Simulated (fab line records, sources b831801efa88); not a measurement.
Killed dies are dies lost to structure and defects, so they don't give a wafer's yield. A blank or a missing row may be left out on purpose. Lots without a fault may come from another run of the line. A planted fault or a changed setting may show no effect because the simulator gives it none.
Which tool did it? | flow gf180mcu | 12 lots, 36 wafers sampled, at 6 steps of a route of 602

WHAT THE GAUGES READ, wafer by wafer
GF_MVSD_TW_MEAS_11. Usual: MVSD_TW 1565, standard deviation 18.
lot  | measured    | on            | MVSD_TW        | flag
L658 | day 4 15:38 | film_metro-04 | 1541 1546 1543 |
L659 | day 4 21:59 | film_metro-02 | 1582 1579 1591 |
L660 | day 5 05:02 | film_metro-04 | 1558 1564 1559 |
L661 | day 5 09:16 | film_metro-03 | 1583 1572 1581 |
L662 | day 5 16:07 | film_metro-04 | 1570 1573 1564 |
L667 | day 6 20:19 | film_metro-04 | 1670 1665 1664 | OFF
L668 | day 7 03:26 | film_metro-04 | 1680 1663 1665 | OFF
L674 | day 8 13:05 | film_metro-03 | 1552 1570 1568 |
L675 | day 8 17:41 | film_metro-02 | 1593 1594 1597 |
L677 | day 9 08:07 | film_metro-03 | 1577 1567 1570 |
L678 | day 9 11:40 | film_metro-04 | 1534 1543 1541 |
L679 | day 9 17:10 | film_metro-04 | 1541 1535 1537 |

GF_VT_IMPLANT_RS_MEAS_46: measures by four-point-probe. Usual: MVSD_RS 457.1 ohm/sq, standard deviation 1.
lot  | measured     | on            | MVSD_RS (ohm/sq)  | flag
L658 | day 7 18:16  | film_metro-03 | 456.6 456.4 456.5 |
L659 | day 8 00:05  | film_metro-04 | 457.7 459.0 457.1 |
L660 | day 8 09:23  | film_metro-02 | 457.6 457.6 457.9 |
L661 | day 8 15:28  | film_metro-03 | 457.5 456.0 455.3 |
L662 | day 9 03:58  | film_metro-04 | 455.3 455.8 455.1 |
L667 | day 10 07:43 | film_metro-04 | 404.0 404.2 403.9 | OFF
L668 | day 10 15:25 | film_metro-03 | 404.7 404.6 405.6 | OFF
L674 | day 12 08:12 | film_metro-04 | 457.1 457.6 456.6 |
L675 | day 12 13:32 | film_metro-02 | 456.0 457.2 456.2 |
L677 | day 13 04:34 | film_metro-04 | 455.8 457.3 457.1 |
L678 | day 13 10:22 | film_metro-02 | 455.6 455.7 456.4 |
L679 | day 13 16:02 | film_metro-03 | 458.8 458.6 459.5 |

GF_POLY_GATE_OVL_MEAS_11. Usual: POLY_GATE_OVL 1 nm, standard deviation 6.4.
lot  | measured     | on         | POLY_GATE_OVL (nm) | flag
L658 | day 9 09:37  | overlay-01 | -5 -4 -14          |
L659 | day 9 15:25  | overlay-01 | 0 6 6              |
L660 | day 10 02:17 | overlay-01 | -1 9 7             |
L661 | day 10 08:10 | overlay-02 | 6 1 4              |
L662 | day 10 20:53 | overlay-01 | 9 7 7              |
L667 | day 12 04:44 | overlay-02 | -6 1 -1            |
L668 | day 12 10:49 | overlay-01 | -10 -14 -8         |
L674 | day 14 05:26 | overlay-01 | -7 3 -3            |
L675 | day 14 12:04 | overlay-02 | 11 12 2            |
L677 | day 15 02:36 | overlay-02 | 4 -3 0             |
L678 | day 15 10:25 | overlay-02 | -4 8 6             |
L679 | day 15 16:08 | overlay-01 | 2 5 12             |

WHICH TOOL RAN EACH LOT (tool, then ch and the chambers of the sampled wafers, then the start)
lot  | GF_STI_STRIP_15                     | GF_NWELL_STRIP_10                   | GF_MVSD_IMPLANT_08
L658 | plasma_asher-04 ch 0,1, day 2 07:40 | plasma_asher-03 ch 0,1, day 3 12:11 | implanter-04 ch 0, day 4 15:15
L659 | plasma_asher-02 ch 0,1, day 2 11:43 | plasma_asher-03 ch 0,1, day 3 17:58 | implanter-04 ch 0, day 4 21:35
L660 | plasma_asher-04 ch 0,1, day 2 19:02 | plasma_asher-02 ch 0,1, day 4 00:17 | implanter-04 ch 0, day 5 04:38
L661 | plasma_asher-01 ch 0,1, day 2 22:08 | plasma_asher-01 ch 0,1, day 4 05:11 | implanter-04 ch 0, day 5 08:53
L662 | plasma_asher-02 ch 0,1, day 3 03:35 | plasma_asher-03 ch 0,1, day 4 11:05 | implanter-04 ch 0, day 5 15:45
L667 | plasma_asher-04 ch 0,1, day 4 05:26 | plasma_asher-03 ch 0,1, day 5 14:23 | implanter-01 ch 0, day 6 19:56
L668 | plasma_asher-02 ch 0,1, day 4 10:33 | plasma_asher-03 ch 0,1, day 5 20:16 | implanter-01 ch 0, day 7 03:04
L674 | plasma_asher-04 ch 0,1, day 5 17:43 | plasma_asher-02 ch 0,1, day 7 04:21 | implanter-04 ch 0, day 8 12:42
L675 | plasma_asher-04 ch 0,1, day 5 22:32 | plasma_asher-02 ch 0,1, day 7 09:19 | implanter-03 ch 0, day 8 17:17
L677 | plasma_asher-02 ch 0,1, day 6 08:30 | plasma_asher-03 ch 0,1, day 7 21:49 | implanter-04 ch 0, day 9 07:45
L678 | plasma_asher-01 ch 0,1, day 6 13:44 | plasma_asher-02 ch 0,1, day 8 01:24 | implanter-04 ch 0, day 9 11:17
L679 | plasma_asher-02 ch 0,1, day 6 19:02 | plasma_asher-02 ch 0,1, day 8 07:51 | implanter-03 ch 0, day 9 16:46
- GF_STI_STRIP_15: strips in O2/N2.
- GF_NWELL_STRIP_10: strips in O2/N2.
- GF_MVSD_IMPLANT_08

WHAT THE TOOLS THEMSELVES READ (means of the sampled wafers that have a number; where no wafer has one, the mark that the record gives instead)
GF_STI_STRIP_15. Usual: drypump_motor_current_A 5.74 A, standard deviation 0.3; heater_power_w 330 W, standard deviation 18; oes_product_au 0.385 a.u., standard deviation 0.0049; strip_time_to_endpoint_s 3.73 s, standard deviation 0.035.
lot  | tool            | drypump_motor_current_A (A) | heater_power_w (W) | oes_product_au (a.u.) | strip_time_to_endpoint_s (s) | flag
L658 | plasma_asher-04 | 5.46                        | 332                | 0.385                 | 3.75                         |
L659 | plasma_asher-02 | 5.69                        | 328                | 0.386                 | 3.75                         |
L660 | plasma_asher-04 | 5.71                        | 337                | 0.385                 | 3.69                         |
L661 | plasma_asher-01 | 5.85                        | 327                | 0.386                 | 3.75                         |
L662 | plasma_asher-02 | 5.69                        | 330                | 0.386                 | 3.81                         |
L667 | plasma_asher-04 | 5.72                        | 337                | 0.386                 | 3.74                         |
L668 | plasma_asher-02 | 5.70                        | 329                | 0.388                 | 3.72                         |
L674 | plasma_asher-04 | 5.46                        | 328                | 0.381                 | 3.73                         |
L675 | plasma_asher-04 | 5.72                        | 330                | 0.384                 | 3.76                         |
L677 | plasma_asher-02 | 5.88                        | 323                | 0.384                 | 3.75                         |
L678 | plasma_asher-01 | 5.86                        | 328                | 0.382                 | 3.70                         |
L679 | plasma_asher-02 | 5.88                        | 319                | 0.381                 | 3.74                         |

GF_NWELL_STRIP_10. Usual: drypump_motor_current_A 5.7 A, standard deviation 0.42; heater_power_w 325 W, standard deviation 16; oes_product_au 0.722 a.u., standard deviation 0.005; strip_time_to_endpoint_s 36.98 s, standard deviation 0.13.
lot  | tool            | drypump_motor_current_A (A) | heater_power_w (W) | oes_product_au (a.u.) | strip_time_to_endpoint_s (s) | flag
L658 | plasma_asher-03 | 5.3                         | 321                | 0.725                 | 36.91                        |
L659 | plasma_asher-03 | 5.3                         | 322                | 0.723                 | 37.12                        |
L660 | plasma_asher-02 | 5.9                         | 320                | 0.722                 | 37.05                        |
L661 | plasma_asher-01 | 5.9                         | 334                | 0.726                 | 36.99                        |
L662 | plasma_asher-03 | 5.2                         | 320                | 0.723                 | 37.01                        |
L667 | plasma_asher-03 | 5.7                         | 319                | 0.720                 | 37.15                        |
L668 | plasma_asher-03 | 5.3                         | 317                | 0.720                 | 37.08                        |
L674 | plasma_asher-02 | 5.7                         | 329                | 0.725                 | 36.80                        |
L675 | plasma_asher-02 | 5.9                         | 319                | 0.728                 | 37.06                        |
L677 | plasma_asher-03 | 5.3                         | 318                | 0.720                 | 36.96                        |
L678 | plasma_asher-02 | 5.9                         | 319                | 0.723                 | 36.78                        |
L679 | plasma_asher-02 | 5.9                         | 317                | 0.721                 | 36.83                        |

GF_MVSD_IMPLANT_08. Usual: beam_on_s 10.01 s, standard deviation 0.22; faraday_current_uA 90.2, standard deviation 1.9.
lot  | tool         | beam_on_s (s) | faraday_current_uA | flag
L658 | implanter-04 | 10.05         | 89.8               |
L659 | implanter-04 | 10.09         | 89.3               |
L660 | implanter-04 | 10.12         | 89.2               |
L661 | implanter-04 | 9.79          | 92.3               |
L662 | implanter-04 | 9.88          | 91.4               |
L667 | implanter-01 | 12.77         | 70.3               | OFF
L668 | implanter-01 | 12.45         | 72.5               | OFF
L674 | implanter-04 | 10.14         | 88.7               |
L675 | implanter-03 | 9.94          | 90.7               |
L677 | implanter-04 | 10.16         | 89.0               |
L678 | implanter-04 | 10.00         | 90.3               |
L679 | implanter-03 | 9.87          | 91.3               |

THE ANSWER, worked out from the rows above alone
Rule: a lot is off if the mean of its wafers that have a number lies more than 3 standard deviations from the usual mean. A lot without any number at a reading at which 4 lots or more have one is off too. The other lots that the step has rows for count as sound. The gauges are gone through in route order, then the tools' own readings, and for those a lot's mean is taken as printed above. The first step at which some lot is off is used, and at that step the reading that is off furthest; a lot without a number counts as furthest.
Off: L667, L668, at GF_MVSD_TW_MEAS_11 (MVSD_TW).
A tool fits if, at a process step before that reading, it ran every lot that is off, and no sound lot after the first of them. The gauges at GF_MVSD_TW_MEAS_11 aren't tried: what is off there is off at GF_MVSD_IMPLANT_08 too, on other tools, and a gauge's error can't cause that. One fits: implanter-01 at GF_MVSD_IMPLANT_08. It ran no sound lot before its first lot that is off in this sample, so the start can't be narrowed down.
The tool's own readings at GF_MVSD_IMPLANT_08 bear it out: on the lots that are off they differ by more than 5 times the standard deviation of the sound lots' means. beam_on_s reads 12.61 s there against 10.00 s on the sound lots; faraday_current_uA reads 71.4 there against 90.2 on the sound lots.

WHAT THE SIMULATOR HAD PUT IN
Process parameter drift: implanter-01, from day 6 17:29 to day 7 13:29, at GF_MVSD_IMPLANT_08. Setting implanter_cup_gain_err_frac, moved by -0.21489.
Lots struck among those shown: L667, L668. The rule above found the same.
